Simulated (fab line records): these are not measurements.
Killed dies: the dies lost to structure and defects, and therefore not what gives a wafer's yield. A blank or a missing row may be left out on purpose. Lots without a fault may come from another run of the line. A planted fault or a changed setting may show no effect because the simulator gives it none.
Chamber matching | flow sky130 | cmp-02 running SKY_VIA2_CMP_24: 4 sister chambers
The step polishes, stops on SiO2, t overpolish 20 s, target thk 0 nm. 4 wafers are shown with their chamber, then 7 later ones without.

WAFERS WITH THEIR CHAMBER
wafer  | chamber | motor current A (A)
L335.1 | 0       | 10.0
L337.2 | 2       | 11.4
L342.1 | 1       | 13.8
L342.4 | 3       | 9.4

WAFERS WHOSE CHAMBER IS MISSING
wafer  | motor current A (A)
L342.6 | 10.8
L353.3 | 14.0
L353.4 | 10.3
L353.5 | 9.5
L354.1 | 10.1
L354.3 | 12.1
L354.4 | 13.9

WHICH CHAMBER EACH WENT THROUGH
wafer  | from the rows above     | in truth
L342.6 | can't be placed: 2 or 0 | 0
L353.3 | 1                       | 1
L353.4 | can't be placed: 0 or 3 | 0
L353.5 | can't be placed: 3 or 0 | 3
L354.1 | can't be placed: 0 or 3 | 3
L354.3 | 2                       | 2
L354.4 | 1                       | 1
Correct placement for 3 of the 7. Can't be placed from these rows: 4 (the true chamber is among the candidates in 4). Number placed wrongly: 0.
How it was worked out, from the rows above alone: a wafer's distance from a chamber is the root of the sum, over the readings, of the square of ((its reading less the chamber's mean) divided by the reading's scatter). If the next closest chamber is less than 2 further off than the closest, the wafer can't be placed; otherwise it belongs to the closest. Each chamber's mean is taken over the wafers shown for it. The scatter: root of mean squared gap, hidden wafer to nearest shown wafer, with one shown wafer a chamber.
